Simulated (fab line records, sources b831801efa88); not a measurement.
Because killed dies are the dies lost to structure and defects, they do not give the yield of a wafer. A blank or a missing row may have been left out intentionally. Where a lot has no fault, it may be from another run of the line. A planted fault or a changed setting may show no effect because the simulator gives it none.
Struck lot and sound lot, side by side || flow sky130 || 36 steps out of a route of 708
Sound: these wafers, L856.1, L856.3, L856.6. Wafers L860.4, L860.5, L860.6 were the ones struck. The cause is given at the end.
At each step with rows: each side's tool, then ch and its chambers, then its first start. Under that, the readings that differ: sound wafers || struck wafers || difference of the means || sigmas: that difference in standard deviations of wafers without a fault.
alike: readings with means less than 2 such deviations apart, plus words and numbers identical on both sides. not compared: withheld readings, readings lacking a value on some wafer, bounds such as >300 that could conceal the same value, and numbers that have no deviation in the record and whose values overlap.
A row with sigmas, a row that says differs or no value, or rows on one side alone: a step with any of these is where the two part. Numbers that have no deviation but don't overlap get no sigmas and don't part them. Lack of a reading on every wafer of one side parts them only where that side has two or more wafers.

first, 10 steps without rows for these wafers: SKY_POLY_CUT_ETCH_10 (etches BARC in N2/H2, stops on SiO2, time 45.9 s, target depth 60 nm); SKY_POLY_CUT_ETCH_11 (etches Si3N4 in CF4/CH2F2/Ar, stops on poly-Si, time 42.5 s, target depth 60 nm); SKY_POLY_CUT_STRIP_12 (strips in O2/N2); SKY_SD_P_DEHYDRATE_00 (time 60 s); SKY_SD_P_HMDS_01 (prime time 60 s); SKY_SD_P_COAT_02 (resist thk 1140 nm); SKY_SD_P_SOFTBAKE_03 (time 60 s); SKY_SD_P_EXPOSE_04 (exposes mask PSDM, target cd 380 nm); SKY_SD_P_PEB_05; SKY_SD_P_DEVELOP_06 (develop time 62.08 s).
SKY_SD_P_IMPLANT_09:
  sound on implanter-03 ch 0, day 29 09:32; struck on implanter-03 ch 0, day 30 17:25
{"reading": "tilt deg (degrees)", "sound": "-0.031 -0.036 -0.018", "struck": "4.611 4.599 4.623", "difference": "+4.639", "sigmas": "+99 or more"}
  alike: beam energy keV
then, 1 step without rows for these wafers: SKY_SD_P_STRIP_10 (strips in O2/N2).
SKY_SD_P_TW_MEAS_11:
  struck on film metro-04, day 30 17:37; sound on film metro-04, day 29 09:47
{"reading": "SD_P_TW", "sound": "2847 2852 2836", "struck": "3015 3025 3009", "difference": "+171", "sigmas": "+5"}
then, 21 steps without rows for these wafers: SKY_RES_XHIGH_DEHYDRATE_00 (time 60 s); SKY_RES_XHIGH_HMDS_01 (prime time 60 s); SKY_RES_XHIGH_COAT_02 (resist thk 1140 nm); SKY_RES_XHIGH_SOFTBAKE_03 (time 60 s); SKY_RES_XHIGH_EXPOSE_04 (exposes mask URPM, target cd 1270 nm); SKY_RES_XHIGH_PEB_05; SKY_RES_XHIGH_DEVELOP_06 (develop time 60 s); SKY_RES_XHIGH_IMPLANT_07; SKY_RES_XHIGH_STRIP_08 (strips in O2/N2); SKY_SD_N_DEHYDRATE_00 (time 60 s); SKY_SD_N_HMDS_01 (prime time 60 s); SKY_SD_N_COAT_02 (resist thk 1140 nm); SKY_SD_N_SOFTBAKE_03 (time 60 s); SKY_SD_N_EXPOSE_04 (exposes mask NSDM, target cd 380 nm); SKY_SD_N_PEB_05; SKY_SD_N_DEVELOP_06 (develop time 60 s); SKY_SD_N_IMPLANT_09; SKY_SD_N_IMPLANT_10; SKY_SD_N_STRIP_11 (strips in O2/N2); SKY_SD_N_CLEAN_13 (cleans in SC1/SC2, time 150 s); SKY_SD_N_RTA_14 (time 2 s).
-- the record jumps here: 2 days lie between the struck wafers' starts before and after --
SKY_SD_N_RS_MEAS_17: measures by four-point-probe.
  struck on film metro-04, day 32 23:49; sound on film metro-02, day 31 18:45
{"reading": "SD_P_RS (ohm/sq)", "sound": "146.7 147.0 147.0", "struck": "140.5 140.7 140.8", "difference": -6.2, "sigmas": -17}
-- here the record skips 16 days between the struck wafers' starts before and after, leaving off in module SD_N and picking up in module PAD_OPEN (first step shown: number 708 of the route) --
SKY_PAD_OPEN_PROBE_99:
  only the struck wafers here have rows in the record (prober-01, day 49 10:56); the sound ones have none

== WHERE THEY PART ==
At SKY_SD_P_IMPLANT_09 first; at SKY_PAD_OPEN_PROBE_99 last (within this record only).

WHY: what had been put in by the simulator
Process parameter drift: implanter-03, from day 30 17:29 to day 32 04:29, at SKY_SD_P_IMPLANT_09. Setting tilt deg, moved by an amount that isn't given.
